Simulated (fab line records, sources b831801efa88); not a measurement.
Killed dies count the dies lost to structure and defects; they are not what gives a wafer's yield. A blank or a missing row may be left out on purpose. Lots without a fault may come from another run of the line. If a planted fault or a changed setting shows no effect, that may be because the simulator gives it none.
The tool behind it: which one? / flow sky130 / Sampling: 6 lots, 18 wafers, 3 of 708 route steps

## WHAT THE GAUGES SHOWED, per wafer
SKY_LDD_HVN_TW_MEAS_10.
lot=L752; measured=day 22 09:22; on=film metro-02; LDD_HVN_TW=1452 1450 1458
lot=L755; measured=day 23 17:08; on=film metro-01; LDD_HVN_TW=1435 1427 1424
lot=L757; measured=day 24 04:28; on=film metro-01; LDD_HVN_TW=1427 1436 1433
lot=L760; measured=day 25 13:56; on=film metro-03; LDD_HVN_TW=1420 1417 1418
lot=L762; measured=day 26 07:14; on=film metro-03; LDD_HVN_TW=1419 1417 1413
lot=L765; measured=day 27 02:50; on=film metro-03; LDD_HVN_TW=1529 1528 1522 1532 1530 1528

## TOOL THAT RAN EACH LOT (tool first, then ch and the chambers of the sampled wafers, then the start)
lot=L752; SKY_POLY_GATE_ETCH_17=rie si-02 ch 0,1,3, day 18 03:38; SKY_LDD_HVN_IMPLANT_08=implanter-02 ch 0, day 22 09:07
lot=L755; SKY_POLY_GATE_ETCH_17=rie si-02 ch 0,2, day 19 12:13; SKY_LDD_HVN_IMPLANT_08=implanter-03 ch 0, day 23 16:55
lot=L757; SKY_POLY_GATE_ETCH_17=rie si-02 ch 0,2,3, day 20 01:55; SKY_LDD_HVN_IMPLANT_08=implanter-02 ch 0, day 24 04:13
lot=L760; SKY_POLY_GATE_ETCH_17=rie si-02 ch 1,2, day 21 15:07; SKY_LDD_HVN_IMPLANT_08=implanter-02 ch 0, day 25 13:42
lot=L762; SKY_POLY_GATE_ETCH_17=rie si-02 ch 0,1, day 22 09:23; SKY_LDD_HVN_IMPLANT_08=implanter-02 ch 0, day 26 06:59
lot=L765; SKY_POLY_GATE_ETCH_17=rie si-01 ch 0,1,3, day 23 05:38; SKY_LDD_HVN_IMPLANT_08=implanter-03 ch 0, day 27 02:37
- SKY_POLY_GATE_ETCH_17: etches poly-Si in HBr/Cl2, stops on SiO2, target depth 180 nm, time 70.5 s.
- SKY_LDD_HVN_IMPLANT_08

## THE ANSWER, worked out from the rows above alone
Rule: the usual values come from the lots themselves. The widest of any qualifying gaps counts: lots, ordered by their means at a reading, are off when they make up no more than a third of the lots, leave a main group of 4 or more, and stand apart from it by 3 or more times the standard deviation of that group's means. Not used: any main group whose means are identical at the precision the tables above print for the reading. A lot without any number at a reading at which 4 lots or more have one is off too. The other lots that the step has rows for count as sound.
Off: L765, at SKY_LDD_HVN_TW_MEAS_10 (LDD_HVN_TW). The main group has a mean of 1430 with a standard deviation of 13.
A tool fits if, at a process step before that reading, it ran every lot that is off, and no sound lot after the first of them. The gauges at SKY_LDD_HVN_TW_MEAS_10 are tried like those tools. Can't be told from this: 3 tools fit, rie si-01 at SKY_POLY_GATE_ETCH_17, implanter-03 at SKY_LDD_HVN_IMPLANT_08, film metro-03 at SKY_LDD_HVN_TW_MEAS_10.

## WHAT THE SIMULATOR HAD INSERTED
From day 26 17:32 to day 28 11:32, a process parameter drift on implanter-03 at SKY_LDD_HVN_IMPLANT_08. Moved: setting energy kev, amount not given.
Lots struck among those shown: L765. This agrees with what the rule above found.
